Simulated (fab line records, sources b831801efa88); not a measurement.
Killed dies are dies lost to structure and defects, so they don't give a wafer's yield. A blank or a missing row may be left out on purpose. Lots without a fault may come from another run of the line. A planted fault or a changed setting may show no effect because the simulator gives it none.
Which tool did it? | flow sky130 | 13 lots, 39 wafers sampled, at 7 steps of a route of 708

WHAT THE GAUGES READ, wafer by wafer
SKY_VT_ADJUST_NCORE_CD_MEAS_07: target cd 380 nm. Usual: cd_nm 379.3 nm, standard deviation 2.7.
lot  | measured     | on        | cd_nm (nm)        | flag
L351 | day 8 16:16  | cd_sem-01 | 378.0 377.6 379.1 |
L353 | day 9 04:11  | cd_sem-01 | 377.6 378.1 379.7 |
L354 | day 9 10:31  | cd_sem-02 | 377.1 374.7 373.9 |
L355 | day 10 01:41 | cd_sem-01 | 379.0 378.9 379.3 |
L356 | day 10 18:07 | cd_sem-02 | 377.1 377.2 379.2 |
L358 | day 11 05:49 | cd_sem-02 | 384.8 383.1 383.9 |
L359 | day 11 09:19 | cd_sem-01 | 377.3 378.7 377.1 |
L360 | day 11 10:04 | cd_sem-02 | 386.1 383.8 384.6 |
L364 | day 12 14:47 | cd_sem-01 | 381.8 384.5 379.9 |
L367 | day 13 10:22 | cd_sem-01 | 378.1 381.0 377.8 |
L366 | day 13 11:58 | cd_sem-01 | 378.3 380.2 380.1 |
L369 | day 14 06:59 | cd_sem-02 | 381.3 380.3 382.0 |
L373 | day 15 22:01 | cd_sem-01 | 380.1 379.2 380.0 |

SKY_VT_ADJUST_NCORE_TW_MEAS_11. Usual: VT_ADJUST_NCORE_TW 218.8, standard deviation 1.2.
lot  | measured     | on            | VT_ADJUST_NCORE_TW | flag
L351 | day 8 16:39  | film_metro-03 | 217.0 217.1 216.9  |
L353 | day 9 04:35  | film_metro-03 | 220.6 219.7 218.8  |
L354 | day 9 10:55  | film_metro-04 | 220.1 220.9 219.0  |
L355 | day 10 02:04 | film_metro-03 | 218.9 219.2 219.6  |
L356 | day 10 18:30 | film_metro-03 | 220.4 220.5 220.7  |
L358 | day 11 06:13 | film_metro-03 | 218.2 218.8 219.7  |
L359 | day 11 09:43 | film_metro-03 | 217.9 218.4 219.0  |
L360 | day 11 10:27 | film_metro-01 | 217.4 217.5 216.1  |
L364 | day 12 15:11 | film_metro-01 | 216.9 217.1 217.0  |
L367 | day 13 10:45 | film_metro-04 | 219.4 219.1 220.2  |
L366 | day 13 12:21 | film_metro-01 | 216.6 216.0 216.2  |
L369 | day 14 07:23 | film_metro-04 | 219.1 218.6 220.1  |
L373 | day 15 22:25 | film_metro-04 | 219.7 219.1 219.1  |

SKY_VT_ADJUST_HVTR_OVL_MEAS_08. Usual: VT_ADJUST_HVTR_OVL -1.1 nm, standard deviation 1.5.
lot  | measured     | on         | VT_ADJUST_HVTR_OVL (nm) | flag
L351 | day 9 14:03  | overlay-01 | -1.0 -0.7 -1.2          |
L353 | day 10 03:05 | overlay-01 | -3.2 -3.3 -3.0          |
L354 | day 10 09:14 | overlay-02 | -1.0 -1.4 -1.7          |
L355 | day 10 23:51 | overlay-02 | 1.2 1.1 1.0             |
L356 | day 11 17:38 | overlay-01 | -0.3 -1.9 -0.3          |
L358 | day 12 06:41 | overlay-02 | 0.1 0.5 0.7             |
L359 | day 12 10:01 | overlay-01 | 0.0 -0.3 -2.3           |
L360 | day 12 10:30 | overlay-02 | 1.6 0.1 -0.5            |
L364 | day 13 14:26 | overlay-02 | -0.3 1.4 0.4            |
L367 | day 14 11:47 | overlay-01 | -0.4 -1.7 -1.9          |
L366 | day 14 14:27 | overlay-01 | -0.8 -3.2 -2.9          |
L369 | day 15 10:08 | overlay-01 | -3.4 -2.7 -2.2          |
L373 | day 17 02:08 | overlay-01 | -0.9 -0.6 0.0           |

SKY_VT_ADJUST_PCH_OVL_MEAS_07. Usual: VT_ADJUST_PCH_OVL -0.2 nm, standard deviation 1.4.
lot  | measured     | on         | VT_ADJUST_PCH_OVL (nm) | flag
L351 | day 10 12:10 | overlay-01 | -2.5 -2.1 -1.9         |
L353 | day 11 01:34 | overlay-01 | -2.1 -1.3 -0.7         |
L354 | day 11 08:22 | overlay-01 | -1.1 -3.2 -3.2         |
L355 | day 11 23:25 | overlay-02 | 1.8 2.8 0.2            |
L356 | day 12 18:25 | overlay-01 | 0.2 -0.1 -0.6          |
L358 | day 13 06:49 | overlay-02 | -0.9 -0.6 0.7          |
L359 | day 13 09:37 | overlay-02 | 0.7 -0.1 -0.3          |
L360 | day 13 09:40 | overlay-02 | -1.8 0.2 0.2           |
L364 | day 14 17:05 | overlay-01 | 0.5 1.5 2.4            |
L367 | day 15 13:58 | overlay-01 | - - -                  | OFF
L366 | day 15 17:27 | overlay-01 | 0.8 0.3 -1.4           |
L369 | day 16 13:55 | overlay-02 | -1.6 -1.5 -0.2         |
L373 | day 18 07:55 | overlay-02 | 0.7 -0.5 -0.5          |

SKY_VT_ADJUST_PCH_TW_MEAS_10. Usual: VT_ADJUST_PCH_TW 142.4, standard deviation 1.2.
lot  | measured     | on            | VT_ADJUST_PCH_TW  | flag
L351 | day 10 12:27 | film_metro-01 | 140.6 140.4 140.7 |
L353 | day 11 01:52 | film_metro-02 | 142.7 143.4 143.0 |
L354 | day 11 08:39 | film_metro-01 | 141.1 141.4 140.6 |
L355 | day 11 23:43 | film_metro-02 | 143.2 144.1 144.3 |
L356 | day 12 18:43 | film_metro-02 | 144.3 142.9 143.3 |
L358 | day 13 07:06 | film_metro-04 | 143.7 143.5 143.1 |
L359 | day 13 09:54 | film_metro-02 | 143.4 143.9 143.5 |
L360 | day 13 09:58 | film_metro-04 | 143.7 143.6 143.8 |
L364 | day 14 17:22 | film_metro-01 | 141.1 140.2 140.6 |
L367 | day 15 14:16 | film_metro-01 | 29.7 29.7 29.5    | OFF
L366 | day 15 17:44 | film_metro-04 | 143.1 143.0 142.8 |
L369 | day 16 14:12 | film_metro-02 | 143.8 143.2 143.5 |
L373 | day 18 08:12 | film_metro-01 | 141.2 140.9 140.9 |

SKY_SONOS_TUNNEL_TW_MEAS_12. Usual: SONOS_TUNNEL_TW 197.5, standard deviation 0.99.
lot  | measured     | on            | SONOS_TUNNEL_TW   | flag
L351 | day 11 11:17 | film_metro-02 | 198.2 200.3 198.4 |
L353 | day 12 01:32 | film_metro-02 | 198.6 199.8 198.5 |
L354 | day 12 08:59 | film_metro-03 | 197.3 196.8 197.9 |
L355 | day 13 00:31 | film_metro-04 | 198.2 198.8 198.4 |
L356 | day 13 18:31 | film_metro-04 | 197.8 198.0 198.7 |
L358 | day 14 08:47 | film_metro-04 | 199.0 197.7 197.7 |
L359 | day 14 12:10 | film_metro-03 | 197.3 197.0 196.7 |
L360 | day 14 11:55 | film_metro-03 | 196.1 196.7 196.5 |
L364 | day 15 20:50 | film_metro-02 | 199.1 197.5 197.7 |
L367 | day 16 18:54 | film_metro-02 | 212.9 213.6 212.7 | OFF
L366 | day 16 21:40 | film_metro-04 | 196.8 197.9 197.5 |
L369 | day 17 19:22 | film_metro-03 | 196.7 196.5 197.8 |
L373 | day 19 15:32 | film_metro-04 | 195.3 196.4 196.6 |

WHICH TOOL RAN EACH LOT (tool, then ch and the chambers of the sampled wafers, then the start)
lot  | SKY_VT_ADJUST_PCH_EXPOSE_04
L351 | iline_stepper-02 ch 0, day 10 02:01
L353 | iline_stepper-01 ch 0, day 10 14:22
L354 | iline_stepper-01 ch 0, day 10 20:35
L355 | iline_stepper-01 ch 0, day 11 11:21
L356 | iline_stepper-01 ch 0, day 12 06:17
L358 | iline_stepper-02 ch 0, day 12 19:14
L359 | iline_stepper-01 ch 0, day 12 22:35
L360 | iline_stepper-02 ch 0, day 12 23:05
L364 | iline_stepper-01 ch 0, day 14 04:05
L367 | iline_stepper-01 ch 0, day 15 00:42
L366 | iline_stepper-01 ch 0, day 15 03:35
L369 | iline_stepper-01 ch 0, day 15 23:45
L373 | iline_stepper-02 ch 0, day 17 16:48
- SKY_VT_ADJUST_PCH_EXPOSE_04: exposes mask NWM, target cd 840 nm.

WHAT THE TOOLS THEMSELVES READ (means of the sampled wafers that have a number; where no wafer has one, the mark that the record gives instead)
The record holds no such reading with a usual standard deviation.

THE ANSWER, worked out from the rows above alone
Rule: a lot is off if the mean of its wafers that have a number lies more than 3 standard deviations from the usual mean. A lot without any number at a reading at which 4 lots or more have one is off too. The other lots that the step has rows for count as sound. The gauges are gone through in route order, then the tools' own readings, and for those a lot's mean is taken as printed above. The first step at which some lot is off is used, and at that step the reading that is off furthest; a lot without a number counts as furthest.
Off: L367, at SKY_VT_ADJUST_PCH_OVL_MEAS_07 (VT_ADJUST_PCH_OVL). Without a number there: L367.
A tool fits if, at a process step before that reading, it ran every lot that is off, and no sound lot after the first of them. The gauges at SKY_VT_ADJUST_PCH_OVL_MEAS_07 aren't tried: what is off there is off at SKY_VT_ADJUST_PCH_TW_MEAS_10 too, on other tools, and a gauge's error can't cause that. None of those tried fits.

WHAT THE SIMULATOR HAD PUT IN
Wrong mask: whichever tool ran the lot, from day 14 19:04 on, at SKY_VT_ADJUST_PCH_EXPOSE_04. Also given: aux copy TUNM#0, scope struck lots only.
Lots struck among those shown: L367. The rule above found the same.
